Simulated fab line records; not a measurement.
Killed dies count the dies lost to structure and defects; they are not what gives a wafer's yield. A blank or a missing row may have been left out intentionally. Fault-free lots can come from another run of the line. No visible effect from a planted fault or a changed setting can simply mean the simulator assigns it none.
Chamber matching	flow gf180mcu	rie-diel-03 running GF_V2_ETCH_16: 4 sister chambers
The step etches BARC in N2/H2. 16 wafers are shown with their chamber, then 8 later ones without.

## WAFERS PAIRED WITH THEIR CHAMBERS
wafer	chamber	drypump-motor-current-A (A)	oes-product-au (a.u.)	throttle-valve-pct (%)
L076.1	1	5.49	0.851	13.215
L076.2	2	5.71	0.845	13.212
L076.3	0	5.93	0.860	13.221
L076.4	3	5.86	0.854	13.227
L076.5	2	5.72	0.858	13.235
L076.6	3	5.86	0.852	13.222
L082.2	2	5.72	0.847	13.235
L082.4	1	5.46	0.859	13.228
L082.6	1	5.45	0.858	13.246
L085.3	2	5.72	0.857	13.220
L085.5	2	5.74	0.856	13.217
L085.6	1	5.47	0.857	13.216
L091.1	1	5.47	0.852	13.224
L091.2	0	5.90	0.850	13.229
L091.3	3	5.91	0.856	13.211
L092.1	3	5.86	0.854	13.226

SIGNATURES (averages over the wafers above)
reading	chamber 0	chamber 1	chamber 2	chamber 3	scatter within a chamber
drypump-motor-current-A	5.9150	5.4680	5.7220	5.8725	0.0175
oes-product-au	0.85500	0.85540	0.85260	0.85400	0.00466
throttle-valve-pct	13.22500	13.22580	13.22380	13.22150	0.0103
Rule: for each reading, subtract the chamber's mean from the wafer's reading, divide by that reading's scatter and square the result; add these up over the readings and take the root, which gives the wafer's distance from the chamber. If the next closest chamber is less than 2 further off than the closest, the wafer can't be placed; otherwise it belongs to the closest. How the scatter is found: for the shown wafers, subtract from each reading the mean of its chamber, square and add these, divide the total by (wafers less chambers), then take the root.

## WAFERS WITH NO CHAMBER GIVEN
wafer	drypump-motor-current-A (A)	oes-product-au (a.u.)	throttle-valve-pct (%)
L092.2	5.50	0.857	13.227
L092.3	5.73	0.861	13.235
L092.4	5.74	0.861	13.229
L092.5	5.49	0.858	13.234
L092.6	5.87	0.861	13.212
L095.1	5.47	0.855	13.233
L095.2	5.88	0.855	13.240
L095.4	5.86	0.858	13.223

## CHAMBER TAKEN BY EACH
wafer	from the rows above	in truth
L092.2	1	1
L092.3	2	2
L092.4	2	2
L092.5	1	1
L092.6	can't be placed: 3 or 0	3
L095.1	1	1
L095.2	can't be placed: 3 or 0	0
L095.4	3	3
Correctly placed: 6 of 8. Cannot be placed on the basis of these rows: 2; the candidates contain the true chamber in 2. Placed wrongly: 0.
